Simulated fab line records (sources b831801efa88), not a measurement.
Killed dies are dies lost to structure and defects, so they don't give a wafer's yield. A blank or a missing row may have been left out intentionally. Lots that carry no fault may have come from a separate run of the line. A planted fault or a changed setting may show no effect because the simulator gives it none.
The tool behind it: which one? -- flow sky130 -- Sampling: 11 lots, 33 wafers, 5 of 708 route steps

WHAT EACH GAUGE READ, for each wafer
SKY_LOCAL_INTERCONNECT_OVL_MEAS_12. Usual: LOCAL_INTERCONNECT_OVL gives 0 nm (standard deviation 6).
lot,measured,on,LOCAL_INTERCONNECT_OVL (nm),flag
L690,day 30 06:58,overlay-02,-5 -6 2,
L691,day 30 15:16,overlay-01,2 7 0,
L692,day 31 05:10,overlay-02,9 0 3,
L695,day 31 21:31,overlay-01,-11 -6 -15,
L693,day 31 23:31,overlay-01,-9 -2 -5,
L697,day 32 21:43,overlay-02,-3 3 1,
L698,day 33 00:16,overlay-02,-5 7 13,
L700,day 33 15:49,overlay-01,5 13 5,
L711,day 36 16:47,overlay-01,-1 4 -3,
L712,day 37 00:52,overlay-01,2 3 2,
L713,day 37 08:32,overlay-01,-3 -5 -5,

SKY_CONTACT_RS_MEAS_25: the measuring method here is four-point-probe. Usual: CONTACT_W_RS gives 0.339 ohm/sq (standard deviation 0.0033).
lot,measured,on,CONTACT_W_RS (ohm/sq),flag
L690,day 31 13:13,film metro-04,0.343 0.342 0.339,
L691,day 31 21:32,film metro-04,0.342 0.343 0.344,
L692,day 32 10:59,film metro-04,0.341 0.339 0.339,
L695,day 33 03:08,film metro-01,0.335 0.338 0.339,
L693,day 33 04:56,film metro-01,0.338 0.343 0.343,
L697,day 34 02:59,film metro-02,0.336 0.338 0.340,
L698,day 34 05:19,film metro-01,0.331 0.335 0.336,
L700,day 34 20:11,film metro-04,0.343 0.247 0.340,OFF
L711,day 37 21:02,film metro-04,0.346 0.347 0.342,
L712,day 38 05:40,film metro-04,0.343 0.341 0.345,
L713,day 38 11:55,film metro-04,0.343 0.341 0.344,

SKY_CONTACT_THK_MEAS_26: measures by xrf. Usual: CONTACT_W_THK gives 345 nm (standard deviation 3.8).
lot,measured,on,CONTACT_W_THK (nm),flag
L690,day 31 13:20,film metro-04,338 341 342,
L691,day 31 21:38,film metro-04,341 339 342,
L692,day 32 11:05,film metro-04,341 340 341,
L695,day 33 03:15,film metro-01,350 350 349,
L693,day 33 05:04,film metro-01,347 343 344,
L697,day 34 03:07,film metro-02,350 344 345,
L698,day 34 05:26,film metro-01,356 352 351,
L700,day 34 20:19,film metro-04,338 471 340,OFF
L711,day 37 21:10,film metro-04,341 340 344,
L712,day 38 05:47,film metro-04,344 346 346,
L713,day 38 12:02,film metro-04,343 346 342,

WHICH TOOL RAN EACH LOT (tool, then ch and the chambers of the sampled wafers, then the start)
lot,SKY_CONTACT_SPUTTER_23,SKY_CONTACT_CVD_24
L690,"pvd sputter-01, day 31 13:02","cvd w-02 ch 0,1, day 31 13:06"
L691,"pvd sputter-04, day 31 21:20","cvd w-02 ch 0,1, day 31 21:24"
L692,"pvd sputter-03, day 32 10:40","cvd w-01 ch 0, day 32 10:48"
L695,"pvd sputter-04, day 33 02:58","cvd w-02 ch 0,1, day 33 03:01"
L693,"pvd sputter-04, day 33 04:46","cvd w-02 ch 0, day 33 04:50"
L697,"pvd sputter-01, day 34 02:49","cvd w-02 ch 0,1, day 34 02:53"
L698,"pvd sputter-03, day 34 05:09","cvd w-02 ch 0,1, day 34 05:13"
L700,"pvd sputter-01, day 34 20:01","cvd w-02 ch 0,1, day 34 20:05"
L711,"pvd sputter-04, day 37 20:52","cvd w-01 ch 0,1, day 37 20:56"
L712,"pvd sputter-04, day 38 05:30","cvd w-02 ch 0,1, day 38 05:34"
L713,"pvd sputter-01, day 38 11:44","cvd w-01 ch 0,1, day 38 11:48"
- SKY_CONTACT_SPUTTER_23: material TiN, target thk 20 nm, time 80 s.
- SKY_CONTACT_CVD_24: deposits W, target thk 340 nm, time 102.12 s.

WHAT THE TOOLS THEMSELVES READ (means of the sampled wafers that have a number; where no wafer has one, the mark that the record gives instead)
SKY_CONTACT_SPUTTER_23. Usual: 29.8 % for throttle valve pct, sd 1.1.
lot,tool,throttle valve pct (%),flag
L690,pvd sputter-01,29.5,
L691,pvd sputter-04,30.0,
L692,pvd sputter-03,30.3,
L695,pvd sputter-04,29.2,
L693,pvd sputter-04,29.2,
L697,pvd sputter-01,29.5,
L698,pvd sputter-03,29.6,
L700,pvd sputter-01,29.1,
L711,pvd sputter-04,28.9,
L712,pvd sputter-04,30.1,
L713,pvd sputter-01,28.9,

SKY_CONTACT_CVD_24. Usual: 952 W for heater power w, sd 140.
lot,tool,heater power w (W),flag
L690,cvd w-02,906,
L691,cvd w-02,901,
L692,cvd w-01,1211,
L695,cvd w-02,895,
L693,cvd w-02,902,
L697,cvd w-02,892,
L698,cvd w-02,886,
L700,cvd w-02,883,
L711,cvd w-01,1096,
L712,cvd w-02,886,
L713,cvd w-01,964,

THE ANSWER, worked out from the rows above alone
Rule: take the mean of a lot's wafers that have a number; if it is more than 3 standard deviations from the usual mean, the lot is off. Also off: a lot with no number at a reading for which 4 or more lots have one. Where the step has rows for the other lots, those lots are counted as sound. After the gauges, taken in route order, come the tools' own readings; for these a lot's mean is taken, as printed above. The first step at which some lot is off is used, and at that step the reading that is off furthest; a lot without a number counts as furthest.
Off: L700, at SKY_CONTACT_RS_MEAS_25 (CONTACT_W_RS).
If a tool, at a process step before that reading, ran all the lots that are off and no sound lot after the first of them, it fits. The gauges at SKY_CONTACT_RS_MEAS_25 are tried like those tools. Not one of the candidates tried fits.

WHAT WAS PUT IN BY THE SIMULATOR
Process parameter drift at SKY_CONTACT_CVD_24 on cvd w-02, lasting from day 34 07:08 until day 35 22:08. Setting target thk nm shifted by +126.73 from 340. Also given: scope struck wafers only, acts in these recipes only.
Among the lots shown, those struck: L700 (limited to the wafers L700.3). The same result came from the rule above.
